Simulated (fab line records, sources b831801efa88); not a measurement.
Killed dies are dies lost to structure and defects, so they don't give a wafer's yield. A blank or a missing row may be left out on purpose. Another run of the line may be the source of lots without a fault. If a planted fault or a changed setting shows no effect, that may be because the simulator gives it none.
A struck lot beside a sound one | flow sky130 | 16 steps out of a route of 708
Sound: these wafers, L874.1, L874.3, L874.6. Struck: wafers L864.3, L864.4, L864.5. The cause comes at the end.
Order at every step that has rows: each side's tool, ch and its chambers, its first start. Under that, the readings that differ: sound wafers | struck wafers | difference of the means | sigmas: that difference in standard deviations of wafers without a fault.
alike: readings whose means differ by less than 2 such deviations, and words and numbers that are the same on both sides. not compared: withheld readings, readings that some wafer has no value for, bounds like >300 that may hide the same value, and numbers for which the record gives no deviation and whose values overlap.
The two part at a step that has a row with sigmas, a row that says differs or no value, or rows on one side only. Non-overlapping numbers with no deviation appear without sigmas and do not part them. A reading that every wafer of one side lacks parts them only if that side has two wafers or more.

first, 3 steps without rows for these wafers: SKY_SONOS_TUNNEL_EXPOSE_04 (exposes mask TUNM, target cd 410 nm); SKY_SONOS_TUNNEL_PEB_05; SKY_SONOS_TUNNEL_DEVELOP_06 (develop time 60 s).
SKY_SONOS_TUNNEL_CD_MEAS_07: target cd 410 nm.
  sound on cdSem-02, day 18 06:58; struck on cdSem-01, day 15 07:34
  alike: cdNm
SKY_SONOS_TUNNEL_OVL_MEAS_08:
  sound on overlay-01, day 18 07:05; struck on overlay-02, day 15 07:39
  alike: SONOS_TUNNEL_OVL
then, 3 steps without rows for these wafers: SKY_SONOS_TUNNEL_IMPLANT_09; SKY_SONOS_TUNNEL_WET_ETCH_10 (etches SiO2 in dHF, target depth 14 nm, time 280 s); SKY_SONOS_TUNNEL_STRIP_11 (strips in SPM, time 600 s).
SKY_SONOS_TUNNEL_TW_MEAS_12:
  sound on filmMetro-03, day 18 07:34; struck on filmMetro-03, day 15 08:06
  alike: SONOS_TUNNEL_TW
then, 2 steps without rows for these wafers: SKY_SONOS_TUNNEL_CLEAN_13 (cleans in dHF, time 20 s); SKY_SONOS_ONO_OXIDATION_00 (stabilise 600 s, purge 300 s, target thk 2.6 nm).
SKY_SONOS_ONO_THK_MEAS_01:
  sound on filmMetro-04, day 18 09:15; struck on filmMetro-03, day 15 09:32
  alike: SONOS_ONO_OXIDATION_THK
SKY_SONOS_ONO_CVD_02: deposits Si3N4 from DCS/NH3, target thk 10.5 nm, time 180 s.
  sound on lpcvd-02 ch 1, day 18 11:41; struck on lpcvd-02 ch 0, day 15 10:14
reading                                    | sound             | struck            | difference | sigmas
pressureMtorr (mTorr)                      | 249.4 249.2 249.4 | 299.4 299.8 299.4 | +50.2      | +95
zonePowerTopPct (%)                        | 25.0 25.4 25.4    | 24.7 23.9 24.5    | -0.9       | -2
model.Si3N4_of_SONOS_ONO_CVD_02.thkNm (nm) | 10.55 10.37 10.51 | 10.81 10.77 10.91 | +0.35      | 
  alike: spikeTcCentreC, susceptorTempC
SKY_SONOS_ONO_THK_MEAS_03:
  sound on filmMetro-03, day 18 13:16; struck on filmMetro-02, day 15 11:18
reading                   | sound             | struck            | difference | sigmas
SONOS_ONO_CVD_02_THK (nm) | 10.60 10.37 10.53 | 10.87 10.81 10.88 | +0.35      | +2
then, 1 step without rows for these wafers: SKY_SONOS_ONO_CVD_04 (deposits SiO2 from SiH4/N2O, target thk 5.7199 nm).
-- here the record skips 33 days between the struck wafers' starts before and after, leaving off in module SONOS_ONO and picking up in module PAD_OPEN (first step shown: number 708 of the route) --
SKY_PAD_OPEN_PROBE_99:
  sound on prober-02, day 50 15:32; struck on prober-01, day 48 19:10
reading                             | sound                | struck               | difference | sigmas
model.etest.capOno.toxAccNm (nm)    | 12.96 13.01 12.82    | 13.12 13.06 13.1     | +0.16      | 
model.etest.sonosProgrammed.vtV (V) | 1.458 1.444 1.533    | 1.382 1.414 1.375    | -0.088     | 
model.etest.sonosBaked.vtV (V)      | 0.9362 0.9531 0.9941 | 0.8633 0.8823 0.9274 | -0.0701    | 
  alike: killed_at_M0_to_M3, killed_at_M4_up, killedAtContacts, killedAtFrontEnd, killedAtOther, killedDies, killedOpen, killedShort
  not compared: model.etest.capOno.gateLog10ACm2, model.etest.sonosErased.vtV

== WHERE THEY PART ==
Last at SKY_SONOS_ONO_THK_MEAS_03 as far as this record goes, first at SKY_SONOS_ONO_CVD_02. Later steps at which nothing parts them and some readings are alike: SKY_PAD_OPEN_PROBE_99.

WHY: the cause the simulator had injected
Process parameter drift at SKY_SONOS_ONO_CVD_02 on lpcvd-02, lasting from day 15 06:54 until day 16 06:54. The setting pressureMtorr was moved by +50, starting from 250. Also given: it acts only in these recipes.
